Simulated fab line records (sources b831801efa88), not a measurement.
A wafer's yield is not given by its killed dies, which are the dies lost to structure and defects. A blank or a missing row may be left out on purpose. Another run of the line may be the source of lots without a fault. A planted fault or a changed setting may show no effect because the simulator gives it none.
One fault seen from 2 desks	flow gf180mcu	numbers are kept per desk, each desk with only its own; the story behind them comes last

## FOR THE TOOL OWNER'S DESK: rie_metal-02
The tool's own readings at GF_M2_METAL_ETCH_16 (etches the open film in Cl2/BCl3, stops on SiO2, target depth 750.8 nm, time 125.1 s): means of the sampled wafers that have a number, for each lot that ran on this tool. The brackets show how far a lot's mean lies from the usual mean; more than 4 standard deviations puts the lot out of limits, marked OUT.
Columns: A = drypump_motor_current_A at GF_M2_METAL_ETCH_16, usual 5.8 A; B = oes_product_au at GF_M2_METAL_ETCH_16, usual 0.992 a.u.; C = run_length_s at GF_M2_METAL_ETCH_16, usual 153.4 s; D = throttle_valve_pct at GF_M2_METAL_ETCH_16, usual 28.229 %
lot	first seen here	A	B	C	D
L971	day 19 03:41	5.6	0.990	153.4	28.232
L972	day 19 10:50	6.0	0.990	153.1	28.232
L973	day 19 21:55	6.0	0.988	153.3	28.239
L975	day 20 17:38	5.8	0.988	153.3	28.224
L976	day 21 06:35	5.8	0.991	153.3	28.237
L983	day 23 20:19	5.8	0.988	151.6 (-4.5) OUT	28.238
L985	day 24 11:40	5.6	0.998	149.9 (-9.0) OUT	28.219
This desk's verdict: out of limits on L983, L985, starting with L983 at day 23 20:19 (run_length_s at GF_M2_METAL_ETCH_16). Within limits: L971, L972, L973, L975, L976.

## THE METROLOGY DESK
Lot by lot, what the gauges showed, no matter which tool ran the lot: averages of those sampled wafers that carry a number. The brackets show how far a lot's mean lies from the usual mean; more than 4 standard deviations puts the lot out of limits, marked OUT.
Columns: A = V4_OVL at GF_V4_OVL_MEAS_15, usual -5 nm
lot	first seen here	A
L971	day 24 08:25	4
L972	day 24 14:59	-4
L973	day 25 01:35	-7
L975	day 25 19:26	-14
L976	day 26 05:44	-5
L979	day 27 06:15	-4
L983	day 28 12:21	-5
L985	day 29 02:03	-8
L990	day 30 10:00	-4
L991	day 30 16:56	-1
L994	day 31 08:29	-2
This desk's verdict: no lot among the 11 shows anything out of limits.

## TAKEN TOGETHER
The tool owner's desk had the chance to raise an alarm at day 23 20:19 on L983, L985.
The metrology desk saw nothing out of limits.
The metrology desk has L983, L985 on record, within its limits.
All the named lots went through GF_M2_METAL_ETCH_16 on rie_metal-02.

## WHAT WAS PUT IN BY THE SIMULATOR
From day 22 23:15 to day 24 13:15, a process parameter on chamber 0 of rie_metal-02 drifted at GF_M2_METAL_ETCH_16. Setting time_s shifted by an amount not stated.
Shown lots that were struck: L983, L985.
Hours from the fault's start to each desk's first reading out of limits: the tool owner's desk, 21.
